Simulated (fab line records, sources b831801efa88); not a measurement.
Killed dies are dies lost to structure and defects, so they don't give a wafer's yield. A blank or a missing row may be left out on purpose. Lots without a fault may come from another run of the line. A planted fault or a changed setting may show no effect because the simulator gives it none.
A struck lot beside a sound one | flow gf180mcu | 23 steps out of a route of 602
Sound: wafers L515.1, L515.3, L515.5. Struck: wafer L507.4. (L507.1, L507.5 of the same lot were not struck and are left out.) The cause comes at the end.
At each step with rows: each side's tool, then ch and its chambers, then its first start. Under that, the readings that differ: sound wafers | struck wafers | difference of the means | sigmas: that difference in standard deviations of wafers without a fault.
alike: readings whose means differ by less than 2 such deviations, and words and numbers that are the same on both sides. not compared: withheld readings, readings that some wafer has no value for, bounds like >300 that may hide the same value, and numbers for which the record gives no deviation and whose values overlap.
The two part at a step that has a row with sigmas, a row that says differs or no value, or rows on one side only. Numbers that don't overlap but have no deviation are shown without sigmas and don't part them. A reading that every wafer of one side lacks parts them only if that side has two wafers or more.

first, 2 steps without rows for these wafers: GF_HV_LDD_PEB_29; GF_HV_LDD_DEVELOP_30 (develop time 60 s).
GF_HV_LDD_CD_MEAS_31: target cd 400 nm.
  sound on cd_sem-01, day 18 03:57; struck on cd_sem-02, day 15 10:41
  alike: cd_nm
GF_HV_LDD_OVL_MEAS_32:
  sound on overlay-01, day 18 04:04; struck on overlay-02, day 15 10:49
  alike: HV_LDD_02_OVL
then, 4 steps without rows for these wafers: GF_HV_LDD_IMPLANT_33; GF_HV_LDD_IMPLANT_34; GF_HV_LDD_IMPLANT_35; GF_HV_LDD_IMPLANT_36.
GF_HV_LDD_STRIP_37: strips in O2/N2.
  sound on plasma_asher-02 ch 0,1, day 18 04:43; struck on plasma_asher-02 ch 0, day 15 11:27
  alike: drypump_motor_current_A, heater_power_w, oes_product_au, strip_time_to_endpoint_s
  not compared: rf_hours_counter_h
GF_HV_LDD_TW_MEAS_38:
  sound on film_metro-04, day 18 04:49; struck on film_metro-02, day 15 11:33
  alike: HV_LDD_3_TW
then, 2 steps without rows for these wafers: GF_HV_LDD_DEHYDRATE_39 (time 60 s); GF_HV_LDD_HMDS_40 (prime time 60 s).
GF_HV_LDD_COAT_41: resist thk 1000 nm.
  sound on litho_track-03 ch 0, day 18 15:58; struck on litho_track-04 ch 0, day 15 22:15
  reading                                     | sound             | struck | difference | sigmas
  model.NOVOLAK_of_HV_LDD_COAT_41.thk_nm (nm) | 995.9 992.9 993.8 | 766.1  | -228.1     |
then, 3 steps without rows for these wafers: GF_HV_LDD_SOFTBAKE_42 (time 60 s); GF_HV_LDD_EXPOSE_43 (exposes mask Pplus HV AREA, target cd 400 nm); GF_HV_LDD_PEB_44.
GF_HV_LDD_DEVELOP_45: develop time 60 s.
  sound on litho_track-02 ch 0, day 19 03:59; struck on litho_track-03 ch 0, day 16 09:16
  reading                                     | sound             | struck | difference | sigmas
  model.NOVOLAK_of_HV_LDD_COAT_41.thk_nm (nm) | 995.4 992.5 993.4 | 765.7  | -228.1     |
GF_HV_LDD_CD_MEAS_46: target cd 400 nm.
  sound on cd_sem-01, day 19 04:08; struck on cd_sem-02, day 16 09:25
  reading    | sound             | struck | difference | sigmas
  cd_nm (nm) | 400.0 400.2 399.4 | 421.7  | +21.8      | +9
GF_HV_LDD_OVL_MEAS_47:
  sound on overlay-01, day 19 04:16; struck on overlay-01, day 16 09:32
  alike: HV_LDD_03_OVL
then, 1 step without rows for these wafers: GF_HV_LDD_IMPLANT_48.
GF_HV_LDD_STRIP_49: strips in O2/N2.
  sound on plasma_asher-04 ch 0,1, day 19 04:27; struck on plasma_asher-02 ch 1, day 16 09:43
  reading                      | sound             | struck | difference | sigmas
  oes_product_au (a.u.)        | 0.720 0.714 0.723 | 0.646  | -0.073     | -17
  strip_time_to_endpoint_s (s) | 12.57 12.54 12.56 | 9.89   | -2.67      | -61
  alike: drypump_motor_current_A, heater_power_w
  not compared: rf_hours_counter_h
GF_HV_LDD_TW_MEAS_50:
  sound on film_metro-02, day 19 04:33; struck on film_metro-01, day 16 09:49
  alike: HV_LDD_4_TW
-- the record jumps here: 16 days lie between the struck wafers' starts before and after (it left off in module HV_LDD and takes up again in module PASSIVATION, whose first step shown is number 602 of the route) --
GF_PASSIVATION_PROBE_99:
  the record has rows for the struck wafers here (prober-01, day 32 11:58) and none for the sound ones

WHERE THEY PART
First at GF_HV_LDD_CD_MEAS_46; last, within this record, at GF_PASSIVATION_PROBE_99.

WHY: what the simulator had put in
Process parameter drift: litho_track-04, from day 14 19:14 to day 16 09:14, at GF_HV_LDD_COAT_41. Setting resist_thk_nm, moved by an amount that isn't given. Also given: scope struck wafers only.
